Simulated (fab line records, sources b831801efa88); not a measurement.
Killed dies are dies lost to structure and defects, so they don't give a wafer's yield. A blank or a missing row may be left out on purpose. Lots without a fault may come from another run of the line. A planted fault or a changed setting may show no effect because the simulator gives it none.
Which tool did it? | flow sky130 | 14 lots, 42 wafers sampled, at 3 steps of a route of 708

WHAT THE GAUGES READ, wafer by wafer
The record holds no reading of a measuring or inspecting step that can be judged against a usual standard deviation.

WHICH TOOL RAN EACH LOT (tool, then ch and the chambers of the sampled wafers, then the start)
lot  | SKY_LDD_N_IMPLANT_09            | SKY_LDD_N_STRIP_16                   | SKY_PAD_OPEN_PROBE_99
L365 | implanter-03 ch 0, day 18 01:17 | plasma_asher-03 ch 0,1, day 18 02:18 | -
L367 | implanter-03 ch 0, day 18 10:53 | plasma_asher-03 ch 0,1, day 18 11:55 | -
L366 | implanter-03 ch 0, day 18 13:51 | plasma_asher-01 ch 0,1, day 18 14:54 | -
L368 | implanter-03 ch 0, day 19 06:38 | plasma_asher-03 ch 0,1, day 19 07:41 | -
L372 | implanter-04 ch 0, day 20 20:24 | plasma_asher-01 ch 0,1, day 20 21:27 | -
L374 | implanter-03 ch 0, day 21 02:05 | plasma_asher-04 ch 0,1, day 21 03:08 | -
L375 | implanter-03 ch 0, day 21 18:33 | plasma_asher-04 ch 0,1, day 21 19:36 | -
L378 | implanter-04 ch 0, day 22 17:03 | plasma_asher-01 ch 0,1, day 22 18:05 | -
L379 | implanter-04 ch 0, day 23 10:11 | plasma_asher-04 ch 0,1, day 23 11:12 | -
L382 | implanter-01 ch 0, day 24 07:22 | plasma_asher-01 ch 0,1, day 24 08:23 | prober-02, day 50 14:47
L384 | implanter-04 ch 0, day 24 14:08 | plasma_asher-01 ch 0,1, day 24 15:11 | -
L386 | implanter-01 ch 0, day 25 16:59 | plasma_asher-03 ch 0,1, day 25 18:02 | -
L387 | implanter-03 ch 0, day 25 20:35 | plasma_asher-04 ch 0,1, day 25 21:37 | -
L388 | implanter-04 ch 0, day 26 06:24 | plasma_asher-03 ch 0,1, day 26 07:27 | -
- SKY_LDD_N_IMPLANT_09
- SKY_LDD_N_STRIP_16: strips in O2/N2.
- SKY_PAD_OPEN_PROBE_99

WHAT THE TOOLS THEMSELVES READ (means of the sampled wafers that have a number; where no wafer has one, the mark that the record gives instead)
SKY_LDD_N_IMPLANT_09. Usual: dose_ions_cm2 7.501e+13, standard deviation 8.9e+10; faraday_current_uA 423, standard deviation 8.7.
lot  | tool         | dose_ions_cm2 | faraday_current_uA | flag
L365 | implanter-03 | 7.501e+13     | 427                |
L367 | implanter-03 | 7.499e+13     | 422                |
L366 | implanter-03 | 7.507e+13     | 428                |
L368 | implanter-03 | 7.501e+13     | 423                |
L372 | implanter-04 | 7.506e+13     | 425                |
L374 | implanter-03 | 9.366e+13     | 516                | OFF
L375 | implanter-03 | 9.371e+13     | 542                | OFF
L378 | implanter-04 | 7.497e+13     | 424                |
L379 | implanter-04 | 7.505e+13     | 408                |
L382 | implanter-01 | 7.505e+13     | 434                |
L384 | implanter-04 | 7.499e+13     | 412                |
L386 | implanter-01 | 7.504e+13     | 422                |
L387 | implanter-03 | 7.508e+13     | 417                |
L388 | implanter-04 | 7.494e+13     | 423                |

SKY_LDD_N_STRIP_16. Usual: drypump_motor_current_A 5.6 A, standard deviation 0.5; o2_flow_sccm 3001 sccm, standard deviation 9.1; oes_product_au 0.406 a.u., standard deviation 0.0047; strip_time_to_endpoint_s 4.310 s, standard deviation 0.016.
lot  | tool            | drypump_motor_current_A (A) | o2_flow_sccm (sccm) | oes_product_au (a.u.) | strip_time_to_endpoint_s (s) | flag
L365 | plasma_asher-03 | 5.3                         | 3013                | 0.407                 | 4.284                        |
L367 | plasma_asher-03 | 5.3                         | 2998                | 0.405                 | 4.314                        |
L366 | plasma_asher-01 | 6.1                         | 3005                | 0.409                 | 4.288                        |
L368 | plasma_asher-03 | 5.3                         | 2991                | 0.410                 | 4.309                        |
L372 | plasma_asher-01 | 6.2                         | 2991                | 0.409                 | 4.319                        |
L374 | plasma_asher-04 | 5.5                         | 3005                | 0.406                 | 4.363                        | OFF
L375 | plasma_asher-04 | 5.6                         | 3004                | 0.401                 | 4.365                        | OFF
L378 | plasma_asher-01 | 6.2                         | 2999                | 0.407                 | 4.321                        |
L379 | plasma_asher-04 | 5.6                         | 2997                | 0.405                 | 4.309                        |
L382 | plasma_asher-01 | 6.2                         | 3003                | 0.403                 | 4.312                        |
L384 | plasma_asher-01 | 5.7                         | 3001                | 0.405                 | 4.302                        |
L386 | plasma_asher-03 | 5.3                         | 2994                | 0.410                 | 4.327                        |
L387 | plasma_asher-04 | 5.6                         | 2999                | 0.404                 | 4.304                        |
L388 | plasma_asher-03 | 5.3                         | 3004                | 0.408                 | 4.319                        |

SKY_PAD_OPEN_PROBE_99. Usual: killed_at_M0_to_M3 44, standard deviation 7.9; killed_at_M4_up 3.1, standard deviation 1.9; killed_at_contacts 24, standard deviation 4.6; killed_at_front_end 16, standard deviation 4.9; killed_at_other 0.3, standard deviation 0.6; killed_dies 87, standard deviation 9.7; killed_open 48, standard deviation 7.2; killed_short 39, standard deviation 5.6.
lot  | tool      | killed_at_M0_to_M3 | killed_at_M4_up | killed_at_contacts | killed_at_front_end | killed_at_other | killed_dies | killed_open | killed_short | flag
L382 | prober-02 | 49                 | 2.3             | 17                 | 9                   | 0.7             | 78          | 40          | 38           |

THE ANSWER, worked out from the rows above alone
Rule: a lot is off if the mean of its wafers that have a number lies more than 3 standard deviations from the usual mean. A lot without any number at a reading at which 4 lots or more have one is off too. The other lots that the step has rows for count as sound. The gauges are gone through in route order, then the tools' own readings, and for those a lot's mean is taken as printed above. The first step at which some lot is off is used, and at that step the reading that is off furthest; a lot without a number counts as furthest.
Off: L374, L375, at SKY_LDD_N_IMPLANT_09 (dose_ions_cm2).
A tool fits if, at that step or a process step before it, it ran every lot that is off, and no sound lot after the first of them. None of those tried fits.

WHAT THE SIMULATOR HAD PUT IN
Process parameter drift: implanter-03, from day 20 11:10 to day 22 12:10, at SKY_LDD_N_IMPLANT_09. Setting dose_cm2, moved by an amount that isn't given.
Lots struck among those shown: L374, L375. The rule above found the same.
